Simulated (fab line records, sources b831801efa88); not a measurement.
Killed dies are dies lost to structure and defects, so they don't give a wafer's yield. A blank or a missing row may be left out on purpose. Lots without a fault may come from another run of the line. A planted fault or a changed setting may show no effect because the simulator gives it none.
Which tool did it? | flow gf180mcu | 11 lots, 33 wafers sampled, at 5 steps of a route of 602

WHAT THE GAUGES READ, wafer by wafer
GF_V4_THK_MEAS_03. Usual: V4_CVD_02_THK 852 nm, standard deviation 10.
lot  | measured     | on            | V4_CVD_02_THK (nm) | flag
L291 | day 23 11:17 | film_metro-01 | 840 850 867        |
L292 | day 23 18:32 | film_metro-03 | 860 863 858        |
L294 | day 24 06:00 | film_metro-01 | 843 839 839        |
L299 | day 26 03:54 | film_metro-03 | 519 849 861        | OFF
L303 | day 27 07:45 | film_metro-03 | 844 844 865        |
L308 | day 28 19:37 | film_metro-04 | 854 862 875        |
L307 | day 29 00:37 | film_metro-01 | 848 860 862        |
L309 | day 29 04:22 | film_metro-04 | 852 851 853        |
L310 | day 29 12:34 | film_metro-04 | 844 846 858        |
L312 | day 30 03:10 | film_metro-03 | 848 838 845        |
L314 | day 30 18:42 | film_metro-03 | 849 838 852        |

WHICH TOOL RAN EACH LOT (tool, then ch and the chambers of the sampled wafers, then the start)
lot  | GF_V3_STRIP_18                       | GF_M4_SPUTTER_03             | GF_M4_SPUTTER_04             | GF_V4_CVD_02
L291 | plasma_asher-02 ch 0,1, day 22 09:29 | pvd_sputter-03, day 22 10:54 | pvd_sputter-03, day 22 10:55 | pecvd-04 ch 0,2, day 23 11:13
L292 | plasma_asher-02 ch 0,1, day 22 18:14 | pvd_sputter-04, day 22 19:41 | pvd_sputter-04, day 22 19:42 | pecvd-02 ch 0,1,2, day 23 18:28
L294 | plasma_asher-02 ch 0,1, day 23 05:17 | pvd_sputter-04, day 23 06:43 | pvd_sputter-04, day 23 06:44 | pecvd-02 ch 0,1,2, day 24 05:56
L299 | plasma_asher-03 ch 0,1, day 25 03:50 | pvd_sputter-04, day 25 05:14 | pvd_sputter-04, day 25 05:15 | pecvd-02 ch 0,2, day 26 03:50
L303 | plasma_asher-02 ch 0,1, day 26 09:07 | pvd_sputter-01, day 26 10:31 | pvd_sputter-01, day 26 10:32 | pecvd-03 ch 0,2, day 27 07:41
L308 | plasma_asher-02 ch 0,1, day 27 22:22 | pvd_sputter-03, day 27 23:49 | pvd_sputter-03, day 27 23:51 | pecvd-04 ch 0,1, day 28 19:31
L307 | plasma_asher-01 ch 0,1, day 28 02:52 | pvd_sputter-01, day 28 04:19 | pvd_sputter-01, day 28 04:20 | pecvd-04 ch 0,1,2, day 29 00:34
L309 | plasma_asher-01 ch 0,1, day 28 06:53 | pvd_sputter-04, day 28 08:17 | pvd_sputter-04, day 28 08:18 | pecvd-02 ch 0,1,2, day 29 04:17
L310 | plasma_asher-03 ch 0,1, day 28 15:05 | pvd_sputter-04, day 28 16:36 | pvd_sputter-04, day 28 16:37 | pecvd-02 ch 1,2, day 29 12:30
L312 | plasma_asher-03 ch 0,1, day 29 07:14 | pvd_sputter-01, day 29 08:39 | pvd_sputter-01, day 29 08:40 | pecvd-03 ch 1,2, day 30 03:05
L314 | plasma_asher-03 ch 0,1, day 29 22:00 | pvd_sputter-04, day 29 23:23 | pvd_sputter-04, day 29 23:25 | pecvd-03 ch 0,1,2, day 30 18:38
- GF_V3_STRIP_18: strips in O2/N2.
- GF_M4_SPUTTER_03: material Ti, target thk 10 nm, time 6.7 s.
- GF_M4_SPUTTER_04: material TiN, target thk 50 nm, time 41.7 s.
- GF_V4_CVD_02: deposits SiO2 from TEOS, target thk 850 nm, time 94.851 s.

WHAT THE TOOLS THEMSELVES READ (means of the sampled wafers that have a number; where no wafer has one, the mark that the record gives instead)
GF_V3_STRIP_18. Usual: drypump_motor_current_A 5.4 A, standard deviation 0.34; heater_power_w 299 W, standard deviation 40; oes_product_au 0.593 a.u., standard deviation 0.0048.
lot  | tool            | drypump_motor_current_A (A) | heater_power_w (W) | oes_product_au (a.u.) | flag
L291 | plasma_asher-02 | 5.4                         | 267                | 0.591                 |
L292 | plasma_asher-02 | 5.4                         | 272                | 0.593                 |
L294 | plasma_asher-02 | 5.2                         | 263                | 0.594                 |
L299 | plasma_asher-03 | 5.4                         | 326                | 0.594                 |
L303 | plasma_asher-02 | 5.2                         | 262                | 0.593                 |
L308 | plasma_asher-02 | 5.2                         | 263                | 0.594                 |
L307 | plasma_asher-01 | 5.5                         | 344                | 0.591                 |
L309 | plasma_asher-01 | 5.5                         | 345                | 0.589                 |
L310 | plasma_asher-03 | 5.3                         | 329                | 0.594                 |
L312 | plasma_asher-03 | 5.3                         | 327                | 0.589                 |
L314 | plasma_asher-03 | 5.4                         | 333                | 0.592                 |

GF_M4_SPUTTER_03. Usual: throttle_valve_pct 29.9 %, standard deviation 1.2.
lot  | tool           | throttle_valve_pct (%) | flag
L291 | pvd_sputter-03 | 28.9                   |
L292 | pvd_sputter-04 | 29.8                   |
L294 | pvd_sputter-04 | 29.8                   |
L299 | pvd_sputter-04 | 29.4                   |
L303 | pvd_sputter-01 | 30.4                   |
L308 | pvd_sputter-03 | 29.4                   |
L307 | pvd_sputter-01 | 30.2                   |
L309 | pvd_sputter-04 | 30.0                   |
L310 | pvd_sputter-04 | 29.1                   |
L312 | pvd_sputter-01 | 30.1                   |
L314 | pvd_sputter-04 | 30.3                   |

GF_M4_SPUTTER_04. Usual: throttle_valve_pct 29.8 %, standard deviation 1.2.
lot  | tool           | throttle_valve_pct (%) | flag
L291 | pvd_sputter-03 | 29.0                   |
L292 | pvd_sputter-04 | 29.8                   |
L294 | pvd_sputter-04 | 29.8                   |
L299 | pvd_sputter-04 | 29.5                   |
L303 | pvd_sputter-01 | 30.4                   |
L308 | pvd_sputter-03 | 29.2                   |
L307 | pvd_sputter-01 | 30.2                   |
L309 | pvd_sputter-04 | 29.6                   |
L310 | pvd_sputter-04 | 29.1                   |
L312 | pvd_sputter-01 | 30.0                   |
L314 | pvd_sputter-04 | 30.2                   |

GF_V4_CVD_02. Usual: heater_power_outer_w 376 W, standard deviation 58; heater_power_w 666 W, standard deviation 85.
lot  | tool     | heater_power_outer_w (W) | heater_power_w (W) | flag
L291 | pecvd-04 | 422                      | 713                |
L292 | pecvd-02 | 386                      | 700                |
L294 | pecvd-02 | 392                      | 689                |
L299 | pecvd-02 | 358                      | 681                |
L303 | pecvd-03 | 403                      | 631                |
L308 | pecvd-04 | 399                      | 735                |
L307 | pecvd-04 | 338                      | 608                |
L309 | pecvd-02 | 426                      | 756                |
L310 | pecvd-02 | 408                      | 766                |
L312 | pecvd-03 | 319                      | 540                |
L314 | pecvd-03 | 352                      | 610                |

THE ANSWER, worked out from the rows above alone
Rule: a lot is off if the mean of its wafers that have a number lies more than 3 standard deviations from the usual mean. A lot without any number at a reading at which 4 lots or more have one is off too. The other lots that the step has rows for count as sound. The gauges are gone through in route order, then the tools' own readings, and for those a lot's mean is taken as printed above. The first step at which some lot is off is used, and at that step the reading that is off furthest; a lot without a number counts as furthest.
Off: L299, at GF_V4_THK_MEAS_03 (V4_CVD_02_THK).
A tool fits if, at a process step before that reading, it ran every lot that is off, and no sound lot after the first of them. The gauges at GF_V4_THK_MEAS_03 are tried like those tools. None of those tried fits.

WHAT THE SIMULATOR HAD PUT IN
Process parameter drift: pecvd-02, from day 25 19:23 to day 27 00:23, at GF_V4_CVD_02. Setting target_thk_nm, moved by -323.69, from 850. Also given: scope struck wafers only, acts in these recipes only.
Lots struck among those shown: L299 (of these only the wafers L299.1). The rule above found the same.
